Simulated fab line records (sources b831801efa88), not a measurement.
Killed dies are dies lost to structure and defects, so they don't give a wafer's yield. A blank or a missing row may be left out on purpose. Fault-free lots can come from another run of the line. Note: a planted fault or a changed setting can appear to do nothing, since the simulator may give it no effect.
Which tool was responsible? -- flow sfqLine -- 13 lots, 39 wafers sampled, at 2 steps of a route of 325

## WHAT THE GAUGES SHOWED, per wafer
SFQ_R5_RS_MEAS_933: the measuring method here is four-point-probe. Usual: R5_MONX_RS gives 7.03 ohm/sq (standard deviation 0.067).
lot,measured,on,R5_MONX_RS (ohm/sq),flag
L595,day 65 11:10,filmMetro-01,7.02 7.03 7.02,
L597,day 70 06:52,filmMetro-02,7.12 7.17 7.22,
L598,day 70 09:37,filmMetro-02,7.03 6.99 7.04,
L599,day 70 10:28,filmMetro-01,6.96 6.98 6.95,
L604,day 70 21:51,filmMetro-01,7.05 7.00 6.98,
L605,day 70 23:40,filmMetro-02,6.97 6.93 6.90,
L608,day 71 06:19,filmMetro-03,7.12 7.11 6.83,
L611,day 74 19:22,filmMetro-03,6.97 7.03 7.05,
L612,day 75 08:02,filmMetro-01,7.03 6.97 6.94,
L614,day 76 03:19,filmMetro-01,7.07 7.03 7.08,
L615,day 76 11:22,filmMetro-03,7.04 7.07 6.96,
L616,day 76 14:50,filmMetro-01,7.09 7.00 7.04,
L618,day 76 18:44,filmMetro-01,7.10 7.20 7.17,

## TOOL THAT RAN EACH LOT (tool first, then ch and the chambers of the sampled wafers, then the start)
lot,SFQ_TRILAYER_R5_DEP_SPUTTER_133
L595,"pvdSputter-05, day 65 11:03"
L597,"pvdSputter-04, day 70 06:47"
L598,"pvdSputter-06, day 70 09:33"
L599,"pvdSputter-04, day 70 10:23"
L604,"pvdSputter-05, day 70 21:47"
L605,"pvdSputter-06, day 70 23:35"
L608,"pvdSputter-04, day 71 06:11"
L611,"pvdSputter-05, day 74 19:15"
L612,"pvdSputter-06, day 75 07:57"
L614,"pvdSputter-06, day 76 03:13"
L615,"pvdSputter-04, day 76 11:18"
L616,"pvdSputter-05, day 76 14:44"
L618,"pvdSputter-04, day 76 18:40"
- SFQ_TRILAYER_R5_DEP_SPUTTER_133: material MoNx, target thk 40 nm, time 66.7 s.

## WHAT THE TOOLS THEMSELVES READ (means of the sampled wafers that have a number; where no wafer has one, the mark that the record gives instead)
SFQ_TRILAYER_R5_DEP_SPUTTER_133. Usual: basePressurePa 1.34e-06 Pa, standard deviation 8.9e-08; throttleValvePct 29.7 %, standard deviation 0.74.
lot,tool,basePressurePa (Pa),throttleValvePct (%),flag
L595,pvdSputter-05,1.34e-06,29.8,
L597,pvdSputter-04,1.39e-06,29.4,
L598,pvdSputter-06,1.41e-06,30.1,
L599,pvdSputter-04,1.36e-06,29.1,
L604,pvdSputter-05,1.42e-06,30.1,
L605,pvdSputter-06,1.31e-06,29.9,
L608,pvdSputter-04,1.38e-06,30.1,
L611,pvdSputter-05,1.32e-06,30.3,
L612,pvdSputter-06,1.33e-06,30.3,
L614,pvdSputter-06,1.33e-06,29.4,
L615,pvdSputter-04,1.36e-06,29.5,
L616,pvdSputter-05,1.36e-06,29.7,
L618,pvdSputter-04,1.32e-06,29.5,

## THE ANSWER, worked out from the rows above alone
Rule: lot off if the mean of its wafers having a number is beyond 3 standard deviations from the usual mean. Also off: a lot with no number at a reading for which 4 or more lots have one. Any other lot the step has rows for is counted as sound. Order of review: gauges by route order, followed by the tools' own readings, for which a lot's mean as printed above is used. The first step at which some lot is off is used, and at that step the reading that is off furthest; a lot without a number counts as furthest.
No lot is off on any of the readings shown, so nothing can be concluded from this.

## WHAT HAD BEEN PUT IN BY THE SIMULATOR
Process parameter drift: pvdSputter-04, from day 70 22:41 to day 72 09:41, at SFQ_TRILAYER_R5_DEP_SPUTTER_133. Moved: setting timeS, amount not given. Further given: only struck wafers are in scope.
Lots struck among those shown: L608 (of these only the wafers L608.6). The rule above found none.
